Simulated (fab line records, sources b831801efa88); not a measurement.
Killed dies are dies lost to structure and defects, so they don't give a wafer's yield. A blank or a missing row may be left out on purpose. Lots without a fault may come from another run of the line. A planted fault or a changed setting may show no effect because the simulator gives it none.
Which tool did it? | flow gf180mcu | 12 lots, 36 wafers sampled, at 3 steps of a route of 602

WHAT THE GAUGES READ, wafer by wafer
GF_STI_THK_MEAS_30.
lot  | measured    | on            | STI_OXIDATION_02_THK (nm)
L738 | day 2 09:08 | film_metro-03 | 10.20 10.11 10.07
L739 | day 2 12:05 | film_metro-01 | 9.80 9.85 9.81
L740 | day 2 16:32 | film_metro-01 | 9.94 9.86 9.87
L741 | day 2 21:08 | film_metro-02 | 9.67 9.68 9.65
L742 | day 3 02:11 | film_metro-03 | 10.03 10.05 9.92
L744 | day 3 13:07 | film_metro-02 | 10.10 10.06 9.96
L745 | day 3 17:26 | film_metro-03 | 10.05 10.10 10.23
L746 | day 3 23:17 | film_metro-03 | 10.20 10.12 10.14
L747 | day 4 04:29 | film_metro-03 | 10.33 10.10 10.15
L756 | day 6 03:38 | film_metro-03 | 11.77 11.67 11.80
L757 | day 6 08:16 | film_metro-02 | 11.68 11.97 11.65
L758 | day 6 15:08 | film_metro-02 | 10.15 10.19 9.99

GF_HV_LDD_OVL_MEAS_20.
lot  | measured     | on         | HV_LDD_01_OVL (nm)
L738 | day 10 20:27 | overlay-02 | -2.2 0.2 1.6
L739 | day 11 01:57 | overlay-02 | -2.4 -1.1 -2.0
L740 | day 11 10:49 | overlay-02 | -1.5 -1.7 -2.7
L741 | day 11 12:45 | overlay-02 | -0.6 -1.5 -1.0
L742 | day 11 22:38 | overlay-01 | -1.6 -2.3 -1.8
L744 | day 12 16:54 | overlay-01 | -1.8 -2.3 -0.9
L745 | day 12 20:41 | overlay-02 | 0.4 -2.8 -0.5
L746 | day 13 06:25 | overlay-02 | 0.2 0.4 1.3
L747 | day 13 15:36 | overlay-01 | -2.5 -2.6 -3.2
L756 | day 16 13:59 | overlay-02 | -1.8 1.0 -2.6
L757 | day 16 19:18 | overlay-02 | -3.3 -1.7 -3.1
L758 | day 17 04:08 | overlay-01 | -1.2 -2.1 -1.3

WHICH TOOL RAN EACH LOT (tool, then ch and the chambers of the sampled wafers, then the start)
lot  | GF_STI_OXIDATION_29
L738 | furnace-02 ch 0, day 2 07:43
L739 | furnace-02 ch 0, day 2 10:40
L740 | furnace-02 ch 0, day 2 15:07
L741 | furnace-01 ch 0, day 2 19:43
L742 | furnace-02 ch 0, day 3 00:48
L744 | furnace-01 ch 0, day 3 11:43
L745 | furnace-02 ch 0, day 3 16:03
L746 | furnace-02 ch 0, day 3 21:53
L747 | furnace-02 ch 0, day 4 03:05
L756 | furnace-01 ch 0, day 6 02:15
L757 | furnace-01 ch 0, day 6 06:52
L758 | furnace-02 ch 0, day 6 13:44
- GF_STI_OXIDATION_29: stabilise 600 s, purge 300 s, target thk 10 nm.

WHAT THE TOOLS THEMSELVES READ (means of the sampled wafers that have a number; where no wafer has one, the mark that the record gives instead)
GF_STI_OXIDATION_29.
lot  | tool       | spike_tc_bottom_C (C) | spike_tc_centre_C (C) | spike_tc_lower_C (C) | spike_tc_top_C (C) | spike_tc_upper_C (C) | tube_center_temp_C (C) | tube_center_temp_C_max | zone_power_centre_pct (%)
L738 | furnace-02 | 920.8                 | 899.0                 | 900.9                | 911.1              | 899.5                | 900                    | 902.0                  | 17.9
L739 | furnace-02 | 920.1                 | 899.6                 | 900.8                | 911.3              | 898.0                | 900                    | 902.1                  | 17.9
L740 | furnace-02 | 920.4                 | 900.3                 | 900.8                | 910.6              | 898.7                | 900                    | 902.4                  | 18.0
L741 | furnace-01 | 918.2                 | 899.1                 | 899.9                | 907.1              | 898.0                | 900                    | 902.4                  | 15.9
L742 | furnace-02 | 920.4                 | 899.5                 | 900.1                | 910.6              | 898.5                | 900                    | 902.3                  | 18.1
L744 | furnace-01 | 916.0                 | 898.4                 | 900.2                | 905.6              | 897.5                | 900                    | 902.6                  | 15.6
L745 | furnace-02 | 920.5                 | 898.9                 | 900.0                | 911.2              | 899.0                | 900                    | 902.4                  | 18.1
L746 | furnace-02 | 919.6                 | 899.3                 | 900.4                | 910.1              | 898.6                | 900                    | 902.0                  | 17.9
L747 | furnace-02 | 921.5                 | 899.0                 | 900.9                | 910.7              | 896.8                | 900                    | 902.4                  | 18.0
L756 | furnace-01 | 932.5                 | 913.9                 | 915.6                | 921.8              | 914.0                | 915                    | 917.5                  | 16.4
L757 | furnace-01 | 931.4                 | 914.4                 | 915.9                | 922.7              | 912.9                | 915                    | 917.4                  | 16.2
L758 | furnace-02 | 920.3                 | 898.6                 | 900.0                | 910.2              | 898.7                | 900                    | 902.3                  | 18.1

THE ANSWER, worked out from the rows above alone
Rule: what is usual is taken from the lots themselves. Put in order of their means at a reading, lots are off if they are a third of the lots or fewer, leave a main group of 4 or more, and stand apart from it by a gap of 3 or more times the standard deviation of the main group's means; of several such gaps the widest counts. A main group whose means are all the same, to the digits that the tables above print for the reading, isn't used. A lot without any number at a reading at which 4 lots or more have one is off too. The other lots that the step has rows for count as sound. The gauges are gone through in route order, then the tools' own readings, and for those a lot's mean is taken as printed above. The first step at which some lot is off is used, and at that step the reading that is off furthest; a lot without a number counts as furthest.
Off: L756, L757, at GF_STI_THK_MEAS_30 (STI_OXIDATION_02_THK). The main group: mean 10.01 nm, standard deviation 0.16.
A tool fits if, at a process step before that reading, it ran every lot that is off, and no sound lot after the first of them. The gauges at GF_STI_THK_MEAS_30 aren't tried: what is off there is off at GF_STI_OXIDATION_29 too, on other tools, and a gauge's error can't cause that. One fits: furnace-01 at GF_STI_OXIDATION_29. Its last sound lot is L744 (day 3 11:43), its first lot that is off L756 (day 6 02:15): a fault that began between those two fits.
The tool's own readings at GF_STI_OXIDATION_29 bear it out: on the lots that are off they differ by more than 5 times the standard deviation of the sound lots' means. spike_tc_bottom_C reads 932.0 C there against 919.8 C on the sound lots; spike_tc_centre_C reads 914.1 C there against 899.2 C on the sound lots; spike_tc_lower_C reads 915.8 C there against 900.4 C on the sound lots; spike_tc_top_C reads 922.2 C there against 909.9 C on the sound lots; spike_tc_upper_C reads 913.5 C there against 898.3 C on the sound lots; tube_center_temp_C reads 915 C there against 900 C on the sound lots; tube_center_temp_C_max reads 917.5 there against 902.3 on the sound lots.

WHAT THE SIMULATOR HAD PUT IN
Process parameter drift: furnace-01, from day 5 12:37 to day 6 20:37, at GF_STI_OXIDATION_29. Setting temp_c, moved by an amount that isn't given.
Lots struck among those shown: L756, L757. The rule above found the same.
